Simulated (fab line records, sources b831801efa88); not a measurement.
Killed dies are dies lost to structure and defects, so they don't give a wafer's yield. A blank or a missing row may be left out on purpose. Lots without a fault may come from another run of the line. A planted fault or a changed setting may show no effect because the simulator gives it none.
A struck lot beside a sound one | flow sky130 | 15 steps out of a route of 708
Sound: wafers L409.1, L409.5, L409.6. Struck: wafers L414.3, L414.5, L414.6. The cause comes at the end.
At each step with rows: each side's tool, then ch and its chambers, then its first start. Under that, the readings that differ: sound wafers | struck wafers | difference of the means | sigmas: that difference in standard deviations of wafers without a fault.
alike: readings whose means differ by less than 2 such deviations, and words and numbers that are the same on both sides. not compared: withheld readings, readings that some wafer has no value for, bounds like >300 that may hide the same value, and numbers for which the record gives no deviation and whose values overlap.
The two part at a step that has a row with sigmas, a row that says differs or no value, or rows on one side only. Numbers that don't overlap but have no deviation are shown without sigmas and don't part them. A reading that every wafer of one side lacks parts them only if that side has two wafers or more.

first, 1 step without rows for these wafers: SKY_VIA3_ETCH_14 (etches BARC in N2/H2, stops on SiO2, time 45.9 s, target depth 60 nm).
SKY_VIA3_ETCH_15: etches SiO2 in C4F8/O2/Ar, stops on TiN, target depth 507 nm, time 78 s.
  sound on rie_diel-03 ch 0,2,3, day 42 23:05; struck on rie_diel-03 ch 0,1, day 44 01:35
  alike: oes_product_au
  not compared: rf_hours_counter_h
then, 4 steps without rows for these wafers: SKY_VIA3_STRIP_16 (strips in O2/N2); SKY_VIA3_STRIP_17 (strips in post etch residue remover, time 1200 s); SKY_VIA3_CLEAN_18 (cleans in IPA, time 180 s); SKY_VIA3_CLEAN_19 (cleans in O3/DIW).
SKY_VIA3_SPUTTER_20: material TiN, target thk 20 nm, time 80 s.
  sound on pvd_sputter-01, day 42 23:44; struck on pvd_sputter-02, day 44 02:17
  alike: cathode_dc_power_W, throttle_valve_pct
SKY_VIA3_CVD_21: deposits W, target thk 390 nm, time 117.31 s.
  sound on cvd_w-02 ch 0,1, day 42 23:47; struck on cvd_w-02 ch 0,1, day 44 02:23
  alike: heater_power_w
SKY_VIA3_RS_MEAS_22: measures by four-point-probe.
  sound on film_metro-03, day 42 23:55; struck on film_metro-01, day 44 02:31
  alike: VIA3_W_RS
SKY_VIA3_THK_MEAS_23: measures by xrf.
  sound on film_metro-03, day 43 00:02; struck on film_metro-01, day 44 02:37
  alike: VIA3_W_THK
SKY_VIA3_CMP_24: polishes, stops on SiO2, t overpolish 20 s, target thk 0 nm.
  sound on cmp-01 ch 0,1, day 43 00:06; struck on cmp-02 ch 1,2, day 44 02:42
  reading             | sound        | struck         | difference | sigmas
  motor_current_A (A) | 9.6 9.2 10.1 | 11.3 10.6 11.3 | +1.4       | +2
  alike: overpolish_run_s, retaining_ring_pressure_frac, time_to_endpoint_s
then, 1 step without rows for these wafers: SKY_METAL4_SPUTTER_00 (material Ti, target thk 15 nm, time 10 s).
SKY_METAL4_SPUTTER_01: material TiN, target thk 20 nm, time 16.7 s.
  sound on pvd_sputter-04, day 43 00:25; struck on pvd_sputter-04, day 44 02:58
  reading                                    | sound                | struck               | difference | sigmas
  cathode_dc_power_W (W)                     | 6501.3 6499.5 6500.3 | 6062.6 6061.6 6062.9 | -438.0     | -99 or more
  model.TiN_of_METAL4_SPUTTER_01.thk_nm (nm) | 19.67 19.69 19.73    | 18.85 18.68 18.7     | -0.95      |
  alike: throttle_valve_pct
SKY_METAL4_SPUTTER_02: material AlCu, target thk 735 nm, time 39.1 s.
  sound on pvd_sputter-04, day 43 00:27; struck on pvd_sputter-04, day 44 02:59
  alike: cathode_dc_power_W, throttle_valve_pct
then, 1 step without rows for these wafers: SKY_PAD_OPEN_PROBE_99.

WHERE THEY PART
First at SKY_VIA3_CMP_24; last, within this record, at SKY_METAL4_SPUTTER_01. Later steps at which nothing parts them and some readings are alike: SKY_METAL4_SPUTTER_02.

WHY: what the simulator had put in
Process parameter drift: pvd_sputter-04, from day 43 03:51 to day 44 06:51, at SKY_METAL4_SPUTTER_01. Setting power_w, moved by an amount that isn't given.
